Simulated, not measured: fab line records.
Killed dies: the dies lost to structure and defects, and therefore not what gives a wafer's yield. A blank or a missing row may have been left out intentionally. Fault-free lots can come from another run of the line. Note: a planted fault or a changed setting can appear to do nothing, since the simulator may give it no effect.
The tool behind it: which one? ; flow sky130 ; 11 lots with 30 wafers sampled at 2 steps, on a route of 708 steps

## WHAT THE GAUGES SHOWED, per wafer
SKY_VIA1_THK_MEAS_01. Usual: VIA1_HDPCVD_THK typically reads 1026 nm, with standard deviation 10.
lot;measured;on;VIA1_HDPCVD_THK (nm);flag
L440;day 32 17:34;filmMetro-04;1036 1022 1027;
L441;day 33 07:17;filmMetro-02;1047 1032 1035;
L442;day 33 19:01;filmMetro-01;1027 1032 1028;
L443;day 34 02:49;filmMetro-02;1022 1033 1018;
L445;day 34 09:17;filmMetro-01;1027 1027 1025;
L446;day 34 19:16;filmMetro-04;1017 1028 1019;
L447;day 34 23:49;filmMetro-04;1034 1019 1028;
L450;day 36 11:11;filmMetro-02;1025;
L452;day 36 17:46;filmMetro-01;1033 1032;
L459;day 38 11:16;filmMetro-04;1031 1027 1017;
L462;day 39 03:35;filmMetro-02;1039 1039 1029;

SKY_VIA2_CD_MEAS_12 targets a cd of 200 nm. Usual: cdNm at 200.1 nm, with a standard deviation of 1.4.
lot;measured;on;cdNm (nm);flag
L440;day 36 02:58;cdSem-01;197.2 196.2 199.4;
L441;day 36 16:04;cdSem-02;200.9 203.0 202.3;
L442;day 37 03:35;cdSem-02;199.8 199.7 200.8;
L443;day 37 11:26;cdSem-02;199.8 201.3 200.4;
L445;day 37 16:50;cdSem-02;199.4 200.8 201.2;
L446;day 38 02:39;cdSem-02;201.7 200.2 200.9;
L447;day 38 09:17;cdSem-02;202.0 201.0 201.5;
L450;day 39 18:48;cdSem-02;197.2;
L452;day 40 00:58;cdSem-02;199.2 199.8;
L459;day 41 16:22;cdSem-01;201.7 201.3 202.7;
L462;day 42 08:58;cdSem-01;199.9 198.5 199.8;

## EACH LOT AND THE TOOL THAT RAN IT (in order: tool; ch and the chambers of the sampled wafers; start)
The record holds no process step before these readings.

## WHAT THE TOOLS THEMSELVES READ (means of the sampled wafers that have a number; where no wafer has one, the mark that the record gives instead)
The record holds no such reading with a usual standard deviation.

## THE ANSWER, worked out from the rows above alone
Rule: a lot counts as off when the mean over its wafers that have a number is more than 3 standard deviations away from the usual mean. A lot without any number at a reading at which 4 lots or more have one is off too. Where the step has rows for the other lots, those lots are counted as sound. Order of review: gauges by route order, followed by the tools' own readings, for which a lot's mean as printed above is used. At the first step where some lot is off, the reading lying furthest off is the one used; lots without a number count as furthest.
Nothing can be told from this: no lot is off at any reading shown.

## WHAT THE SIMULATOR HAD INSERTED
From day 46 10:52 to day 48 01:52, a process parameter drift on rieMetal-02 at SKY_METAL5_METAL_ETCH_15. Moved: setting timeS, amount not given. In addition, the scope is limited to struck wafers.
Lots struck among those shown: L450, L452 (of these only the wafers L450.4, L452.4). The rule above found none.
